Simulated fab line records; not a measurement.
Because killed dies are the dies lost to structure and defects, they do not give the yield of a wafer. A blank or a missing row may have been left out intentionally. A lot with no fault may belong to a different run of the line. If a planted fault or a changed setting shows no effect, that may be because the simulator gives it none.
Which of the tools did it? || flow gf180mcu || 42 wafers from 14 lots sampled at 5 of the route's 602 steps

== WHAT THE GAUGES READ, wafer by wafer ==
GF_PSD_RS_MEAS_15: the measuring method here is four-point-probe.
{"lot": "L134", "measured": "day 15 00:05", "on": "filmMetro-04", "PSD_RS (ohm/sq)": "108.57 108.58 108.87"}
{"lot": "L135", "measured": "day 15 05:19", "on": "filmMetro-01", "PSD_RS (ohm/sq)": "108.77 108.82 108.30"}
{"lot": "L136", "measured": "day 15 11:22", "on": "filmMetro-04", "PSD_RS (ohm/sq)": "108.54 108.74 108.17"}
{"lot": "L138", "measured": "day 16 04:33", "on": "filmMetro-03", "PSD_RS (ohm/sq)": "108.40 108.64 108.69"}
{"lot": "L139", "measured": "day 16 15:52", "on": "filmMetro-04", "PSD_RS (ohm/sq)": "108.41 108.72 108.61"}
{"lot": "L142", "measured": "day 17 20:46", "on": "filmMetro-03", "PSD_RS (ohm/sq)": "108.88 108.42 108.80"}
{"lot": "L143", "measured": "day 18 05:23", "on": "filmMetro-01", "PSD_RS (ohm/sq)": "108.42 108.36 108.50"}
{"lot": "L145", "measured": "day 18 21:34", "on": "filmMetro-04", "PSD_RS (ohm/sq)": "108.86 108.88 108.77"}
{"lot": "L146", "measured": "day 19 05:07", "on": "filmMetro-01", "PSD_RS (ohm/sq)": "108.77 108.61 108.37"}
{"lot": "L147", "measured": "day 19 10:36", "on": "filmMetro-01", "PSD_RS (ohm/sq)": "108.53 108.73 108.29"}
{"lot": "L149", "measured": "day 20 07:58", "on": "filmMetro-03", "PSD_RS (ohm/sq)": "108.53 108.13 108.59"}
{"lot": "L151", "measured": "day 20 23:36", "on": "filmMetro-03", "PSD_RS (ohm/sq)": "108.39 108.47 108.58"}
{"lot": "L154", "measured": "day 21 21:05", "on": "filmMetro-01", "PSD_RS (ohm/sq)": "109.54 108.88 109.18"}
{"lot": "L155", "measured": "day 22 09:55", "on": "filmMetro-01", "PSD_RS (ohm/sq)": "108.89 108.71 108.84"}

GF_SAB_THK_MEAS_01.
{"lot": "L134", "measured": "day 15 00:14", "on": "filmMetro-02", "SAB_CVD_00_THK (nm)": "48.9 50.4 50.0"}
{"lot": "L135", "measured": "day 15 05:28", "on": "filmMetro-02", "SAB_CVD_00_THK (nm)": "50.0 48.9 50.5"}
{"lot": "L136", "measured": "day 15 11:30", "on": "filmMetro-01", "SAB_CVD_00_THK (nm)": "49.8 51.1 51.1"}
{"lot": "L138", "measured": "day 16 04:40", "on": "filmMetro-01", "SAB_CVD_00_THK (nm)": "50.8 51.3 50.0"}
{"lot": "L139", "measured": "day 16 15:59", "on": "filmMetro-01", "SAB_CVD_00_THK (nm)": "47.9 50.2 48.6"}
{"lot": "L142", "measured": "day 17 20:52", "on": "filmMetro-02", "SAB_CVD_00_THK (nm)": "50.5 50.7 51.1"}
{"lot": "L143", "measured": "day 18 05:32", "on": "filmMetro-02", "SAB_CVD_00_THK (nm)": "50.1 49.4 51.0"}
{"lot": "L145", "measured": "day 18 21:41", "on": "filmMetro-02", "SAB_CVD_00_THK (nm)": "50.3 49.9 50.4"}
{"lot": "L146", "measured": "day 19 05:14", "on": "filmMetro-02", "SAB_CVD_00_THK (nm)": "50.2 50.8 50.1"}
{"lot": "L147", "measured": "day 19 10:43", "on": "filmMetro-02", "SAB_CVD_00_THK (nm)": "49.2 50.6 50.2"}
{"lot": "L149", "measured": "day 20 08:07", "on": "filmMetro-01", "SAB_CVD_00_THK (nm)": "48.4 49.8 49.1"}
{"lot": "L151", "measured": "day 20 23:44", "on": "filmMetro-01", "SAB_CVD_00_THK (nm)": "49.1 48.4 49.5"}
{"lot": "L154", "measured": "day 21 21:11", "on": "filmMetro-02", "SAB_CVD_00_THK (nm)": "50.7 50.5 50.4"}
{"lot": "L155", "measured": "day 22 10:03", "on": "filmMetro-03", "SAB_CVD_00_THK (nm)": "48.8 50.4 50.4"}

GF_SAB_OVL_MEAS_10.
{"lot": "L134", "measured": "day 15 21:08", "on": "overlay-01", "SAB_OVL (nm)": "0.4 1.7 0.4"}
{"lot": "L135", "measured": "day 16 03:14", "on": "overlay-02", "SAB_OVL (nm)": "0.4 0.4 1.0"}
{"lot": "L136", "measured": "day 16 08:53", "on": "overlay-01", "SAB_OVL (nm)": "2.6 1.2 1.9"}
{"lot": "L138", "measured": "day 17 02:06", "on": "overlay-02", "SAB_OVL (nm)": "-1.2 -1.5 -2.3"}
{"lot": "L139", "measured": "day 17 13:59", "on": "overlay-01", "SAB_OVL (nm)": "0.7 3.0 1.9"}
{"lot": "L142", "measured": "day 18 20:51", "on": "overlay-01", "SAB_OVL (nm)": "-0.9 -1.8 -3.0"}
{"lot": "L143", "measured": "day 19 05:43", "on": "overlay-01", "SAB_OVL (nm)": "0.4 1.8 1.2"}
{"lot": "L145", "measured": "day 19 21:26", "on": "overlay-02", "SAB_OVL (nm)": "0.0 1.8 1.0"}
{"lot": "L146", "measured": "day 20 05:23", "on": "overlay-01", "SAB_OVL (nm)": "1.2 1.8 -2.6"}
{"lot": "L147", "measured": "day 20 10:42", "on": "overlay-02", "SAB_OVL (nm)": "-1.5 -2.4 -1.2"}
{"lot": "L149", "measured": "day 21 11:36", "on": "overlay-02", "SAB_OVL (nm)": "-0.6 0.1 -0.3"}
{"lot": "L151", "measured": "day 21 21:14", "on": "overlay-02", "SAB_OVL (nm)": "1.1 0.5 1.8"}
{"lot": "L154", "measured": "day 22 20:15", "on": "overlay-01", "SAB_OVL (nm)": "-3.5 -2.2 -2.0"}
{"lot": "L155", "measured": "day 23 09:02", "on": "overlay-02", "SAB_OVL (nm)": "-0.2 0.6 -0.2"}

GF_CONTACT_THK_MEAS_01.
{"lot": "L134", "measured": "day 15 22:06", "on": "filmMetro-03", "CONTACT_CVD_00_THK (nm)": "300 300 303"}
{"lot": "L135", "measured": "day 16 04:12", "on": "filmMetro-03", "CONTACT_CVD_00_THK (nm)": "304 301 309"}
{"lot": "L136", "measured": "day 16 09:52", "on": "filmMetro-04", "CONTACT_CVD_00_THK (nm)": "301 303 299"}
{"lot": "L138", "measured": "day 17 03:22", "on": "filmMetro-04", "CONTACT_CVD_00_THK (nm)": "594 603 601"}
{"lot": "L139", "measured": "day 17 15:09", "on": "filmMetro-03", "CONTACT_CVD_00_THK (nm)": "597 605 604"}
{"lot": "L142", "measured": "day 18 21:49", "on": "filmMetro-04", "CONTACT_CVD_00_THK (nm)": "304 300 302"}
{"lot": "L143", "measured": "day 19 06:40", "on": "filmMetro-04", "CONTACT_CVD_00_THK (nm)": "307 301 303"}
{"lot": "L145", "measured": "day 19 22:34", "on": "filmMetro-02", "CONTACT_CVD_00_THK (nm)": "299 305 303"}
{"lot": "L146", "measured": "day 20 06:22", "on": "filmMetro-02", "CONTACT_CVD_00_THK (nm)": "305 309 310"}
{"lot": "L147", "measured": "day 20 11:45", "on": "filmMetro-02", "CONTACT_CVD_00_THK (nm)": "308 310 307"}
{"lot": "L149", "measured": "day 21 12:41", "on": "filmMetro-04", "CONTACT_CVD_00_THK (nm)": "302 302 306"}
{"lot": "L151", "measured": "day 21 22:11", "on": "filmMetro-04", "CONTACT_CVD_00_THK (nm)": "299 303 300"}
{"lot": "L154", "measured": "day 22 21:18", "on": "filmMetro-03", "CONTACT_CVD_00_THK (nm)": "300 303 305"}
{"lot": "L155", "measured": "day 23 10:01", "on": "filmMetro-04", "CONTACT_CVD_00_THK (nm)": "300 302 311"}

== WHICH TOOL RAN EACH LOT (tool, then ch and the chambers of the sampled wafers, then the start) ==
{"lot": "L134", "GF_CONTACT_CVD_00": "hdpcvd-01 ch 0,1, day 15 22:04"}
{"lot": "L135", "GF_CONTACT_CVD_00": "hdpcvd-01 ch 0,1, day 16 04:09"}
{"lot": "L136", "GF_CONTACT_CVD_00": "hdpcvd-01 ch 0,1, day 16 09:49"}
{"lot": "L138", "GF_CONTACT_CVD_00": "hdpcvd-02 ch 0,1,2, day 17 03:02"}
{"lot": "L139", "GF_CONTACT_CVD_00": "hdpcvd-01 ch 0,1,2, day 17 14:53"}
{"lot": "L142", "GF_CONTACT_CVD_00": "hdpcvd-02 ch 0,1,2, day 18 21:46"}
{"lot": "L143", "GF_CONTACT_CVD_00": "hdpcvd-01 ch 0,1,2, day 19 06:37"}
{"lot": "L145", "GF_CONTACT_CVD_00": "hdpcvd-01 ch 0,1,2, day 19 22:31"}
{"lot": "L146", "GF_CONTACT_CVD_00": "hdpcvd-01 ch 0,1,2, day 20 06:18"}
{"lot": "L147", "GF_CONTACT_CVD_00": "hdpcvd-01 ch 0,1,2, day 20 11:42"}
{"lot": "L149", "GF_CONTACT_CVD_00": "hdpcvd-02 ch 0,1,2, day 21 12:38"}
{"lot": "L151", "GF_CONTACT_CVD_00": "hdpcvd-01 ch 0,2, day 21 22:08"}
{"lot": "L154", "GF_CONTACT_CVD_00": "hdpcvd-02 ch 0,1,2, day 22 21:15"}
{"lot": "L155", "GF_CONTACT_CVD_00": "hdpcvd-01 ch 1,2, day 23 09:58"}
- GF_CONTACT_CVD_00: deposits SiO2, target thk 300 nm, time 50 s.

== WHAT THE TOOLS THEMSELVES READ (means of the sampled wafers that have a number; where no wafer has one, the mark that the record gives instead) ==
The record holds no such reading with a usual standard deviation.

== THE ANSWER, worked out from the rows above alone ==
Rule: usual is defined by the lots themselves. Put in order of their means at a reading, lots are off if they are a third of the lots or fewer, leave a main group of 4 or more, and stand apart from it by a gap of 3 or more times the standard deviation of the main group's means; of several such gaps the widest counts. The tables above print the reading to a certain number of digits; a main group whose means all agree to those digits is not used. Also off: a lot with no number at a reading for which 4 or more lots have one. The other lots that the step has rows for count as sound. Order of review: gauges by route order, followed by the tools' own readings, for which a lot's mean as printed above is used. At the first step where some lot is off, the reading lying furthest off is the one used; lots without a number count as furthest.
Off: L138, L139, seen at GF_CONTACT_THK_MEAS_01 (CONTACT_CVD_00_THK). Main group: mean 304 nm, sd 2.4.
A tool fits if, at a process step before that reading, it ran every lot that is off, and no sound lot after the first of them. The gauges at GF_CONTACT_THK_MEAS_01 are tried like those tools. Not one of the candidates tried fits.

== WHAT THE SIMULATOR HAD PUT IN ==
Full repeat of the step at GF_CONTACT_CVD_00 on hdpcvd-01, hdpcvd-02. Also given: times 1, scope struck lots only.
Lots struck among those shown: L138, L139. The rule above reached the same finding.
